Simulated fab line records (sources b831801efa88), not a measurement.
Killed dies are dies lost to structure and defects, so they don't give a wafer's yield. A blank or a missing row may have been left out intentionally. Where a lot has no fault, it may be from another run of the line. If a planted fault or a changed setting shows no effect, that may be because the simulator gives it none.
A lot that was struck, set against a sound lot || flow sky130 || 17 steps out of a route of 708
Sound: these wafers, L883.1, L883.3, L883.4. Wafers L879.3, L879.4, L879.6 were the ones struck. Last of all comes the cause.
At each step with rows: each side's tool, then ch and its chambers, then its first start. Under that, the readings that differ: sound wafers || struck wafers || difference of the means || sigmas: that difference in standard deviations of wafers without a fault.
alike: readings with means less than 2 such deviations apart, plus words and numbers identical on both sides. not compared: withheld readings, readings lacking a value on some wafer, bounds such as >300 that could conceal the same value, and numbers that have no deviation in the record and whose values overlap.
Wherever a step has rows on one side only, a row that says differs or no value, or a row with sigmas, the two part there. Numbers that don't overlap but have no deviation are shown without sigmas and don't part them. A reading that every wafer of one side lacks parts them only if that side has two wafers or more.

SKY_VT_ADJUST_LVTN_OVL_MEAS_07:
  struck on overlay-01, day 10 22:28; sound on overlay-02, day 11 21:42
  alike: VT_ADJUST_LVTN_OVL
next, for these wafers, 1 step has no rows: SKY_VT_ADJUST_LVTN_IMPLANT_08.
SKY_VT_ADJUST_LVTN_STRIP_09: strips in O2/N2.
  sound on plasma asher-01 ch 0,1, day 11 21:53; struck on plasma asher-02 ch 0,1, day 10 22:41
  alike: drypump motor current A, oes product au, strip time to endpoint s
  not compared: rf hours counter h
SKY_VT_ADJUST_LVTN_TW_MEAS_10:
  struck on film metro-02, day 10 22:46; sound on film metro-02, day 11 21:59
  alike: VT_ADJUST_LVTN_TW
then, 7 steps without rows for these wafers: SKY_VT_ADJUST_LVTN_DEHYDRATE_11 (time 60 s); SKY_VT_ADJUST_LVTN_HMDS_12 (prime time 60 s); SKY_VT_ADJUST_LVTN_COAT_13 (resist thk 1140 nm); SKY_VT_ADJUST_LVTN_SOFTBAKE_14 (time 60 s); SKY_VT_ADJUST_LVTN_EXPOSE_15 (exposes mask HVN STD DERIVED, target cd 600 nm); SKY_VT_ADJUST_LVTN_PEB_16; SKY_VT_ADJUST_LVTN_DEVELOP_17 (develop time 60 s).
SKY_VT_ADJUST_LVTN_OVL_MEAS_18:
  struck on overlay-02, day 11 21:22; sound on overlay-01, day 12 22:52
  alike: VT_ADJUST_LVTN_01_OVL
SKY_VT_ADJUST_LVTN_IMPLANT_19:
  sound on implanter-01 ch 0, day 12 22:55; struck on implanter-03 ch 0, day 11 21:26
{"reading": "dose ions cm2", "sound": "6.505e+11 6.501e+11 6.501e+11", "struck": "2.314e+11 2.318e+11 2.318e+11", "difference": -4.186e+11, "sigmas": "-99 or more"}
{"reading": "faraday current uA", "sound": "3.66 3.64 3.69", "struck": "1.25 1.36 1.30", "difference": -2.36, "sigmas": -32}
SKY_VT_ADJUST_LVTN_STRIP_20: strips in O2/N2.
  sound on plasma asher-01 ch 0,1, day 12 23:04; struck on plasma asher-03 ch 0,1, day 11 21:34
  alike: drypump motor current A, oes product au, strip time to endpoint s
  not compared: rf hours counter h
SKY_VT_ADJUST_LVTN_TW_MEAS_21:
  struck on film metro-01, day 11 21:40; sound on film metro-02, day 12 23:10
{"reading": "VT_ADJUST_LVTN_2_TW", "sound": "188.7 188.7 189.5", "struck": "143.6 142.7 143.2", "difference": -45.8, "sigmas": -33}
then, 1 step without rows for these wafers: SKY_VT_ADJUST_NCORE_DEHYDRATE_00 (time 60 s).
-- the record jumps here: 38 days lie between the struck wafers' starts before and after (it left off in module VT_ADJUST_NCORE and takes up again in module PAD_OPEN, whose first step shown is number 708 of the route) --
SKY_PAD_OPEN_PROBE_99:
  struck on prober-01, day 49 13:46; sound on prober-02, day 50 03:39
{"reading": "killed_at_M0_to_M3", "sound": "51 39 48", "struck": "35 32 24", "difference": -16, "sigmas": -2}
{"reading": "killed at other", "sound": "2 2 2", "struck": "0 0 1", "difference": -2, "sigmas": -3}
{"reading": "model.etest.nfet_16v.r on ohm um", "sound": "1.409e+04 1.408e+04 1.406e+04", "struck": "1.391e+04 1.381e+04 1.38e+04", "difference": -2.367e+02, "sigmas": ""}
{"reading": "model.etest.res pwell under gate.rs ohm sq", "sound": "2282 2278 2300", "struck": "2382 2378 2376", "difference": "+92", "sigmas": ""}
{"reading": "model.etest.nfet g5v0d10v5.r on ohm um", "sound": "1868 1854 1873", "struck": "1819 1829 1811", "difference": -45, "sigmas": ""}
{"reading": "model.etest.nfet g5v0d10v5.drive ua um", "sound": "600.9 606.8 598.5", "struck": "634.7 637.4 637.3", "difference": "+34.4", "sigmas": ""}
{"reading": "model.etest.nfet_16v.drive ua um", "sound": "219.3 224.1 219.2", "struck": "233.5 233.3 237.4", "difference": "+13.9", "sigmas": ""}
{"reading": "model.etest.nfet g5v0d10v5.body rise v (V)", "sound": "0.6835 0.6793 0.6875", "struck": "0.6085 0.6109 0.6076", "difference": -0.0744, "sigmas": ""}
{"reading": "model.etest.nfet_16v.body rise v (V)", "sound": "0.6757 0.672 0.6776", "struck": "0.6014 0.6026 0.5983", "difference": -0.0743, "sigmas": ""}
  alike: killed_at_M4_up, killed at contacts, killed at front end, killed dies, killed open, killed short
  not compared: model.etest.tip_n_5v.rs ohm sq

== WHERE THEY PART ==
Last at SKY_PAD_OPEN_PROBE_99 as far as this record goes, first at SKY_VT_ADJUST_LVTN_IMPLANT_19.

WHY: the cause the simulator had injected
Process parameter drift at SKY_VT_ADJUST_LVTN_IMPLANT_19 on implanter-03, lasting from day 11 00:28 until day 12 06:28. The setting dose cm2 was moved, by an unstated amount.
